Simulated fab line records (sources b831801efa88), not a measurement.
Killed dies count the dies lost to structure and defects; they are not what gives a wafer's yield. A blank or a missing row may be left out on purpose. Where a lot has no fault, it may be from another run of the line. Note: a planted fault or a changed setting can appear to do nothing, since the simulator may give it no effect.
Which of the tools did it? || flow gf180mcu || 18 wafers from 6 lots sampled at 2 of the route's 602 steps

WHAT THE GAUGES SHOWED, per wafer
GF_V1_THK_MEAS_01.
{"lot": "L316", "measured": "day 17 11:27", "on": "film_metro-04", "V1_CVD_00_THK (nm)": "618 619 620"}
{"lot": "L320", "measured": "day 19 15:44", "on": "film_metro-04", "V1_CVD_00_THK (nm)": "617 623 622"}
{"lot": "L324", "measured": "day 20 22:49", "on": "film_metro-03", "V1_CVD_00_THK (nm)": "630 616 616"}
{"lot": "L329", "measured": "day 22 10:46", "on": "film_metro-02", "V1_CVD_00_THK (nm)": "623 622 629"}
{"lot": "L331", "measured": "day 23 01:19", "on": "film_metro-03", "V1_CVD_00_THK (nm)": "620 619 612"}
{"lot": "L338", "measured": "day 25 16:15", "on": "film_metro-03", "V1_CVD_00_THK (nm)": "624 622 623"}

EACH LOT AND THE TOOL THAT RAN IT (in order: tool; ch and the chambers of the sampled wafers; start)
{"lot": "L316", "GF_M1_METAL_ETCH_16": "rie_metal-02 ch 0,1, day 17 10:44"}
{"lot": "L320", "GF_M1_METAL_ETCH_16": "rie_metal-02 ch 0,1, day 19 14:50"}
{"lot": "L324", "GF_M1_METAL_ETCH_16": "rie_metal-03 ch 0,1, day 20 22:04"}
{"lot": "L329", "GF_M1_METAL_ETCH_16": "rie_metal-03 ch 0,1, day 22 10:02"}
{"lot": "L331", "GF_M1_METAL_ETCH_16": "rie_metal-02 ch 0,1, day 23 00:35"}
{"lot": "L338", "GF_M1_METAL_ETCH_16": "rie_metal-04 ch 0,1, day 25 15:32"}
- GF_M1_METAL_ETCH_16: etches the open film in Cl2/BCl3, stops on SiO2, target depth 750.8 nm, time 125.1 s.

THE ANSWER, worked out from the rows above alone
Rule: usual is defined by the lots themselves. Put in order of their means at a reading, lots are off if they are a third of the lots or fewer, leave a main group of 4 or more, and stand apart from it by a gap of 3 or more times the standard deviation of the main group's means; of several such gaps the widest counts. If all means in a main group match to the digits the tables above print for the reading, that group is not used. Also off: a lot with no number at a reading for which 4 or more lots have one. Where the step has rows for the other lots, those lots are counted as sound.
None of the lots is off at any reading shown; this tells nothing.

WHAT THE SIMULATOR PUT IN
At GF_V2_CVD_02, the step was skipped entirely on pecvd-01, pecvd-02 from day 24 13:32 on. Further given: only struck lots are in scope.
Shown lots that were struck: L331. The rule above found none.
